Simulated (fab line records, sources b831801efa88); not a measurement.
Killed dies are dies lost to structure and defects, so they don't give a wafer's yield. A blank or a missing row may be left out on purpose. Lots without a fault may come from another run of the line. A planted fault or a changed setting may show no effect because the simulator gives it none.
Problem report in the 8D (eight disciplines) form, filled by code | flow sky130 | the parts of the form that need people (team, actions taken, sign-off) are left out

1. THE PROBLEM
head_pressure_psi at SKY_CONTACT_CMP_04 reads a mean of 3.073 psi on 9 wafers of 3 lots; wafers without a fault read 4.001 psi with a standard deviation of 0.0077. That is -99 or more standard deviations from the usual mean.
The step: polishes SiO2.
First seen on wafer L789.4, day 32 12:15, on cmp-01. The record holds 39 wafers of 13 lots with a number at this step. Rule for "out", or "out of limits": more than 4 standard deviations from the usual mean. The other wafers with a number count as sound.

2. WHAT IT IS AND WHAT IT IS NOT
question                    | is                                    | is not
which readings at this step | head_pressure_psi, time_to_endpoint_s | retaining_ring_pressure_frac
which lots                  | L789, L791, L792                      | L784, L788, L795, L796, L800, L801, L802, L803, L804, L805
which wafers of those lots  | all that have a number                | -
read on which tools         | cmp-01                                | cmp-02
when                        | from day 32 12:15                     | up to then (6 sound wafers); but 24 sound wafers of L795, L796, L800, L801, L802, L803, L804, L805 came after

3. SUSPECTS, AND WHAT RULES EACH OUT
Counting: a tool at a process step up to the reading stays a suspect if it ran every lot that is out and no sound lot after the first of them.
- cmp-01 at SKY_CONTACT_CMP_04 (polishes SiO2): ruled out as a lasting fault. Sound lots L800, L801, L802, L803, L804, L805 ran on it after its first lot that is out, L789 (day 32 12:15).
Left after counting: nothing in the record.

4. THE CAUSE (what the simulator had put in)
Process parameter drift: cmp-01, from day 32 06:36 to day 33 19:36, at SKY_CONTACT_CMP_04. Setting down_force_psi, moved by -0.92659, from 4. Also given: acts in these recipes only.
Counting ruled it out, wrongly.

5. THE CHAIN OF EFFECTS, in route order
Each row: a reading whose mean over the struck wafers that have a number lies more than 3 standard deviations from the usual. Only readings for which the record gives a usual standard deviation are gone through. hours: the time from each lot's start at the first step in this table that gives one to its start at this step, as a median over the lots. sigmas: the change in usual standard deviations.
hours | step               | reading            | usual     | on struck wafers | change | sigmas
0     | SKY_CONTACT_CMP_04 | head_pressure_psi  | 4.001 psi | 3.073            | -0.928 | -99 or more
0     | SKY_CONTACT_CMP_04 | time_to_endpoint_s | 85 s      | 108              | +23    | +6.9
The process steps in it:
- SKY_CONTACT_CMP_04: polishes SiO2.

6. WHAT WOULD HAVE CAUGHT IT SOONER
In this record the first reading out of limits was taken at day 32 12:15, 6 hours after the fault began at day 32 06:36.
